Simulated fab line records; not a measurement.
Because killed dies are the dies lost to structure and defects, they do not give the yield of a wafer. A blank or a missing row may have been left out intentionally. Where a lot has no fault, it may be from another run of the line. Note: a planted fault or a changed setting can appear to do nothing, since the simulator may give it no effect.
The same fault as seen by 2 desks	flow gf180mcu	each desk has only its own numbers; what lay behind them comes last

== THE METROLOGY DESK ==
What the gauges read for every lot (on any tool): the sampled wafers with a number, averaged. If a lot's mean is further than 4 standard deviations from the usual mean, the lot is out of limits and carries the mark OUT (the distance appears in the brackets).
Columns: A = MIM_ALCU_RS at GF_MIM_RS_MEAS_10, usual 0.1624 ohm/sq; B = V5_CVD_02_THK at GF_V5_THK_MEAS_03, usual 1447 nm; C = V5_W_RS at GF_V5_RS_MEAS_24, usual 0.328 ohm/sq
lot	first seen here	A	B	C
L370	day 24 10:30	0.1617	1452	0.328
L371	day 24 21:15	0.1619	1469	0.327
L373	day 25 10:34	0.1653	1441	0.328
L372	day 25 12:28	0.1633	1491	0.325
L375	day 26 12:25	0.1633	1485	0.326
L377	day 26 19:15	0.1626	1476	0.332
L378	day 26 23:28	0.1607	1430	0.325
L379	day 27 11:54	0.1644	1416	0.328
L380	day 27 19:01	0.1611	1442	0.326
L390	day 30 20:50	0.1613	1779 (+14) OUT	0.328
L392	day 31 05:31	0.1648	1445	0.328
L393	day 31 11:01	0.1622	1450	0.326
This desk's result: L390 out of limits, first on L390 (V5_CVD_02_THK at GF_V5_THK_MEAS_03), day 32 08:44. L370, L371, L373, L372, L375, L377, L378, L379, L380, L392, L393: within limits.

== THE TOOL OWNER'S DESK: pecvd-03 ==
The tool's own readings at GF_V5_CVD_02 (deposits SiO2 from TEOS, target thk 1450 nm, time 163.28 s): means of the sampled wafers that have a number, for each lot that ran on this tool. If a lot's mean is further than 4 standard deviations from the usual mean, the lot is out of limits and carries the mark OUT (the distance appears in the brackets).
Columns: A = heater_power_w at GF_V5_CVD_02, usual 648 W
lot	first seen here	A
L373	day 27 04:55	527
L375	day 28 06:02	413
L377	day 28 13:06	547
L390	day 32 08:37	632
This desk's verdict: no lot among the 4 shows anything out of limits.

== PUT TOGETHER ==
L390 would have let the metrology desk raise an alarm at day 32 08:44.
The desk of the tool owner found nothing out of limits.
On record at the tool owner's desk: L390, within its limits.
All the named lots went through GF_V5_CVD_02 on pecvd-03.

== WHAT THE SIMULATOR HAD INSERTED ==
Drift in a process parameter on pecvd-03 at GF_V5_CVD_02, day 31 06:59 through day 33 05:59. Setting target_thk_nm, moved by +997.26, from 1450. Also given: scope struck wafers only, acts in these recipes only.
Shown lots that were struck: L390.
Hours from the fault's start to each desk's first reading out of limits: the metrology desk, 26.
